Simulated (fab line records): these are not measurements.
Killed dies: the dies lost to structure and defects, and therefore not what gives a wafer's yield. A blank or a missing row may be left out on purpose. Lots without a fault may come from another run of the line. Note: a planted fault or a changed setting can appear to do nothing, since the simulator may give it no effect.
A lot that was struck, set against a sound lot || flow sky130 || 22 steps out of a route of 708
Sound: these wafers, L818.1, L818.4, L818.6. Wafers L832.2, L832.4, L832.5 were the ones struck. Last of all comes the cause.
Order at every step that has rows: each side's tool, ch and its chambers, its first start. Under that, the readings that differ: sound wafers || struck wafers || difference of the means || sigmas: that difference in standard deviations of wafers without a fault.
alike: readings with means less than 2 such deviations apart, plus words and numbers identical on both sides. not compared: withheld readings, readings lacking a value on some wafer, bounds such as >300 that could conceal the same value, and numbers that have no deviation in the record and whose values overlap.
The two part at a step that has a row with sigmas, a row that says differs or no value, or rows on one side only. Numbers that have no deviation but don't overlap get no sigmas and don't part them. Lack of a reading on every wafer of one side parts them only where that side has two or more wafers.

first, 5 steps without rows for these wafers: SKY_VT_ADJUST_HVTR_COAT_02 (resist thk 1140 nm); SKY_VT_ADJUST_HVTR_SOFTBAKE_03 (time 60 s); SKY_VT_ADJUST_HVTR_EXPOSE_04 (exposes mask HVTRM, target cd 380 nm); SKY_VT_ADJUST_HVTR_PEB_05; SKY_VT_ADJUST_HVTR_DEVELOP_06 (develop time 60 s).
SKY_VT_ADJUST_HVTR_CD_MEAS_07: the cd target is 380 nm.
  struck on cd sem-02, day 16 08:41; sound on cd sem-01, day 11 23:22
  alike: cd nm
SKY_VT_ADJUST_HVTR_OVL_MEAS_08:
  struck on overlay-01, day 16 08:47; sound on overlay-02, day 11 23:29
  alike: VT_ADJUST_HVTR_OVL
next, for these wafers, 1 step has no rows: SKY_VT_ADJUST_HVTR_IMPLANT_09.
SKY_VT_ADJUST_HVTR_STRIP_10: strips in O2/N2.
  sound on plasma asher-04 ch 1, day 11 23:41; struck on plasma asher-02 ch 0,1, day 16 08:58
{"reading": "drypump motor current A (A)", "sound": "4.7 4.7 4.7", "struck": "6.3 6.4 5.5", "difference": "+1.4", "sigmas": "+3"}
{"reading": "strip time to endpoint s (s)", "sound": "14.11 14.14 14.19", "struck": "14.28 14.25 14.25", "difference": "+0.11", "sigmas": "+3"}
  alike: chamber pressure mTorr, n2 flow sccm, oes product au
  not compared: rf hours counter h
SKY_VT_ADJUST_HVTR_TW_MEAS_11:
  struck on film metro-03, day 16 09:04; sound on film metro-02, day 11 23:47
  alike: VT_ADJUST_HVTR_TW
then, 2 steps without rows for these wafers: SKY_VT_ADJUST_PCH_DEHYDRATE_00 (time 60 s); SKY_VT_ADJUST_PCH_HMDS_01 (prime time 60 s).
SKY_VT_ADJUST_PCH_COAT_02: resist thk 3000 nm.
  sound on litho track-02 ch 0, day 12 11:01; struck on litho track-01 ch 0, day 16 23:00
{"reading": "spin speed rpm (rpm)", "sound": "2000.6 2001.3 2000.1", "struck": "2281.3 2282.4 2283.3", "difference": "+281.7", "sigmas": "+99 or more"}
{"reading": "model.coat_of_VT_ADJUST_PCH_COAT_02.thk nm (nm)", "sound": "3003 3003 3000", "struck": "2807 2805 2807", "difference": -196, "sigmas": ""}
then, 3 steps without rows for these wafers: SKY_VT_ADJUST_PCH_SOFTBAKE_03; SKY_VT_ADJUST_PCH_EXPOSE_04 (exposes mask NWM, target cd 840 nm); SKY_VT_ADJUST_PCH_PEB_05.
SKY_VT_ADJUST_PCH_DEVELOP_06: develop time 60 s.
  sound: litho track-04 ch 0; struck: litho track-02 ch 0
{"reading": "model.coat_of_VT_ADJUST_PCH_COAT_02.thk nm (nm)", "sound": "2999 2999 2996", "struck": "2803 2800 2803", "difference": -196, "sigmas": ""}
SKY_VT_ADJUST_PCH_OVL_MEAS_07:
  struck on overlay-02, day 17 13:34; sound on overlay-01, day 12 23:34
  alike: VT_ADJUST_PCH_OVL
next, for these wafers, 1 step has no rows: SKY_VT_ADJUST_PCH_IMPLANT_08.
SKY_VT_ADJUST_PCH_STRIP_09: strips in O2/N2.
  sound on plasma asher-02 ch 0,1, day 12 23:46; struck on plasma asher-02 ch 0,1, day 17 13:44
{"reading": "strip time to endpoint s (s)", "sound": "36.94 36.94 36.92", "struck": "34.71 34.67 34.70", "difference": -2.24, "sigmas": -24}
  alike: chamber pressure mTorr, drypump motor current A, n2 flow sccm, oes product au
  not compared: rf hours counter h
SKY_VT_ADJUST_PCH_TW_MEAS_10:
  struck on film metro-04, day 17 13:51; sound on film metro-03, day 12 23:52
  alike: VT_ADJUST_PCH_TW
-- the record jumps here: 33 days lie between the struck wafers' starts before and after (it left off in module VT_ADJUST_PCH and takes up again in module PAD_OPEN, whose first step shown is number 708 of the route) --
SKY_PAD_OPEN_PROBE_99:
  the record has rows for the struck wafers here (prober-01, day 50 22:15) and none for the sound ones

## WHERE THEY PART
First at SKY_VT_ADJUST_HVTR_STRIP_10; last, within this record, at SKY_PAD_OPEN_PROBE_99.

WHY: what the simulator had put in
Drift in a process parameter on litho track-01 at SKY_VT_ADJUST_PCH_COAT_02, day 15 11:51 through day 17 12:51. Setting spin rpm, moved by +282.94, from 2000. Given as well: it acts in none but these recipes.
